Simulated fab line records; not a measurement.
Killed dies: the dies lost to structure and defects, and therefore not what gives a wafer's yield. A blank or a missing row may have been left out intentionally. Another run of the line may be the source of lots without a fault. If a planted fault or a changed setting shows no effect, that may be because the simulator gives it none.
Which of the tools did it?	flow gf180mcu	Sampling: 12 lots, 36 wafers, 5 of 602 route steps

WHAT THE GAUGES READ, wafer by wafer
GF_V3_THK_MEAS_01. Usual: V3_CVD_00_THK 600 nm, standard deviation 4.8.
lot	measured	on	V3_CVD_00_THK (nm)	flag
L807	day 22 03:23	film_metro-01	596 602 591	
L809	day 22 19:24	film_metro-01	593 596 600	
L810	day 23 05:46	film_metro-01	594 599 596	
L811	day 23 14:32	film_metro-03	597 600 596	
L812	day 23 20:31	film_metro-03	606 601 603	
L815	day 25 00:57	film_metro-01	600 607 595	
L822	day 27 09:09	film_metro-01	592 594 602	
L823	day 27 10:25	film_metro-03	596 607 610	
L824	day 28 05:53	film_metro-02	603 601 599	
L827	day 28 12:40	film_metro-02	594 601 596	
L826	day 28 14:00	film_metro-02	601 608 608	
L828	day 29 00:32	film_metro-01	596 598 604	

GF_M4_CD_MEAS_14 targets a cd of 280 nm. Usual: 280.4 nm for cd_nm, sd 1.3.
lot	measured	on	cd_nm (nm)	flag
L807	day 24 03:22	cd_sem-02	279.3 278.7 278.6	
L809	day 24 17:10	cd_sem-02	278.8 279.7 279.0	
L810	day 25 04:20	cd_sem-02	282.1 280.8 281.5	
L811	day 25 12:40	cd_sem-02	280.2 281.9 280.3	
L812	day 25 16:39	cd_sem-02	280.0 278.9 277.8	
L815	day 26 21:21	cd_sem-01	278.7 278.6 278.8	
L822	day 29 03:14	cd_sem-01	279.3 280.7 278.8	
L823	day 29 03:50	cd_sem-02	280.8 280.5 279.4	
L824	day 29 21:20	cd_sem-01	280.2 280.8 280.0	
L827	day 30 04:37	cd_sem-01	279.5 279.4 280.3	
L826	day 30 05:58	cd_sem-01	282.9 282.8 282.6	
L828	day 30 15:20	cd_sem-01	278.9 279.0 278.8	

GF_V4_CD_MEAS_14 targets a cd of 260 nm. Usual: 259.9 nm for cd_nm, sd 1.3.
lot	measured	on	cd_nm (nm)	flag
L807	day 25 02:46	cd_sem-01	259.3 259.6 259.3	
L809	day 25 15:46	cd_sem-01	260.1 260.9 259.0	
L810	day 26 03:10	cd_sem-01	258.1 258.2 258.7	
L811	day 26 11:17	cd_sem-01	259.5 259.4 259.3	
L812	day 26 14:48	cd_sem-01	259.9 262.4 262.0	
L815	day 27 19:04	cd_sem-01	277.8 261.3 259.2	OFF
L822	day 29 23:19	cd_sem-01	261.4 262.6 261.6	
L823	day 30 00:11	cd_sem-01	258.1 258.2 259.0	
L824	day 30 17:22	cd_sem-02	258.2 259.3 259.0	
L827	day 30 23:49	cd_sem-02	257.4 259.9 257.9	
L826	day 31 01:22	cd_sem-02	260.6 260.9 261.7	
L828	day 31 10:17	cd_sem-01	260.4 261.2 260.4	

TOOL THAT RAN EACH LOT (tool first, then ch and the chambers of the sampled wafers, then the start)
lot	GF_M4_SPUTTER_01	GF_V4_EXPOSE_11
L807	pvd_sputter-01, day 23 04:15	krf_scanner-01 ch 0, day 24 15:46
L809	pvd_sputter-03, day 23 19:31	krf_scanner-02 ch 0, day 25 05:41
L810	pvd_sputter-03, day 24 07:25	krf_scanner-02 ch 0, day 25 16:16
L811	pvd_sputter-04, day 24 14:50	krf_scanner-01 ch 0, day 26 01:14
L812	pvd_sputter-04, day 24 19:30	krf_scanner-01 ch 0, day 26 05:15
L815	pvd_sputter-03, day 26 00:18	krf_scanner-01 ch 0, day 27 09:02
L822	pvd_sputter-01, day 28 07:05	krf_scanner-02 ch 0, day 29 14:00
L823	pvd_sputter-03, day 28 08:42	krf_scanner-01 ch 0, day 29 14:49
L824	pvd_sputter-03, day 29 03:10	krf_scanner-02 ch 0, day 30 08:10
L827	pvd_sputter-01, day 29 10:21	krf_scanner-01 ch 0, day 30 15:05
L826	pvd_sputter-01, day 29 11:16	krf_scanner-01 ch 0, day 30 16:43
L828	pvd_sputter-03, day 29 20:58	krf_scanner-02 ch 0, day 31 01:53
- GF_M4_SPUTTER_01: material TiN, target thk 30 nm, time 25 s.
- GF_V4_EXPOSE_11: exposes mask Via4, target cd 260 nm.

AS READ BY THE TOOLS THEMSELVES (means over the sampled wafers that have a number; for cases with no such wafer, the mark the record gives instead)
GF_M4_SPUTTER_01. Usual: cathode_dc_power_W 6500.2 W, standard deviation 1.2; throttle_valve_pct 30.0 %, standard deviation 0.99.
lot	tool	cathode_dc_power_W (W)	throttle_valve_pct (%)	flag
L807	pvd_sputter-01	6499.4	29.6	
L809	pvd_sputter-03	6501.5	30.3	
L810	pvd_sputter-03	6499.7	30.3	
L811	pvd_sputter-04	6499.6	30.2	
L812	pvd_sputter-04	6500.1	29.4	
L815	pvd_sputter-03	6500.7	30.4	
L822	pvd_sputter-01	6499.2	30.5	
L823	pvd_sputter-03	6500.2	30.4	
L824	pvd_sputter-03	6500.3	30.3	
L827	pvd_sputter-01	6500.1	29.9	
L826	pvd_sputter-01	6500.5	30.0	
L828	pvd_sputter-03	6500.2	31.1	

GF_V4_EXPOSE_11. Usual: 22.99 C for reticle_temp_C, sd 0.097.
lot	tool	reticle_temp_C (C)	flag
L807	krf_scanner-01	22.94	
L809	krf_scanner-02	22.91	
L810	krf_scanner-02	23.10	
L811	krf_scanner-01	23.00	
L812	krf_scanner-01	23.05	
L815	krf_scanner-01	23.01	
L822	krf_scanner-02	22.91	
L823	krf_scanner-01	22.93	
L824	krf_scanner-02	23.00	
L827	krf_scanner-01	22.99	
L826	krf_scanner-01	22.96	
L828	krf_scanner-02	22.94	

THE ANSWER, worked out from the rows above alone
Rule: a lot is off if the mean of its wafers that have a number lies more than 3 standard deviations from the usual mean. Also off: a lot with no number at a reading for which 4 or more lots have one. Any other lot the step has rows for is counted as sound. After the gauges, taken in route order, come the tools' own readings; for these a lot's mean is taken, as printed above. The first step at which some lot is off is used, and at that step the reading that is off furthest; a lot without a number counts as furthest.
Off, at GF_V4_CD_MEAS_14 on cd_nm: L815.
If a tool, at a process step before that reading, ran all the lots that are off and no sound lot after the first of them, it fits. Those tools and the gauges at GF_V4_CD_MEAS_14 are tried in the same way. None of those tried fits.

WHAT THE SIMULATOR HAD PUT IN
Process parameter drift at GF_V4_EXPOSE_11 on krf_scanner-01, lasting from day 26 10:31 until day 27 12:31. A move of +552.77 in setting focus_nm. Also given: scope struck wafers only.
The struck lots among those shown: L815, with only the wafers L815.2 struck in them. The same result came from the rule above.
